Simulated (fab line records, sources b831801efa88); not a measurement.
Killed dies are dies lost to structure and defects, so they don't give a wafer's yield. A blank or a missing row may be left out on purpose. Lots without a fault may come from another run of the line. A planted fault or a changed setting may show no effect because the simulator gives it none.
Chamber matching | flow sky130 | SKY_PASSIVATION_CVD_02 on pecvd-04: 3 sister chambers
The step deposits Si3N4, target thk 540 nm. 3 wafers are shown with their chamber, then 8 later ones without.

WAFERS WITH THEIR CHAMBER
wafer  | chamber | heater_power_w (W)
L081.4 | 1       | 474
L082.5 | 2       | 663
L083.1 | 0       | 646

WAFERS WITHOUT THEIR CHAMBER
wafer  | heater_power_w (W)
L083.3 | 506
L083.5 | 693
L089.1 | 756
L089.3 | 560
L089.5 | 584
L091.1 | 740
L091.3 | 589
L091.5 | 644

WHICH CHAMBER EACH WENT THROUGH
wafer  | from the rows above          | in truth
L083.3 | can't be placed: 1 or 0      | 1
L083.5 | can't be placed: 2 or 0      | 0
L089.1 | can't be placed: 2 or 0      | 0
L089.3 | can't be placed: 0 or 1 or 2 | 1
L089.5 | can't be placed: 0 or 2 or 1 | 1
L091.1 | can't be placed: 2 or 0      | 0
L091.3 | can't be placed: 0 or 2 or 1 | 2
L091.5 | can't be placed: 0 or 2      | 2
Placed correctly: 0 of 8. Can't be placed from these rows: 8 (the true chamber is among the candidates in 8). Placed wrongly: 0.
How it was worked out, from the rows above alone: a wafer's distance from a chamber is the root of the sum, over the readings, of the square of ((its reading less the chamber's mean) divided by the reading's scatter). The wafer belongs to the nearest chamber; if the next one is less than 2 further off, it can't be placed. A chamber's mean is the mean of its shown wafers. The scatter: with one shown wafer a chamber, the root of the mean of the squares of how far each hidden wafer lies from its nearest shown one.
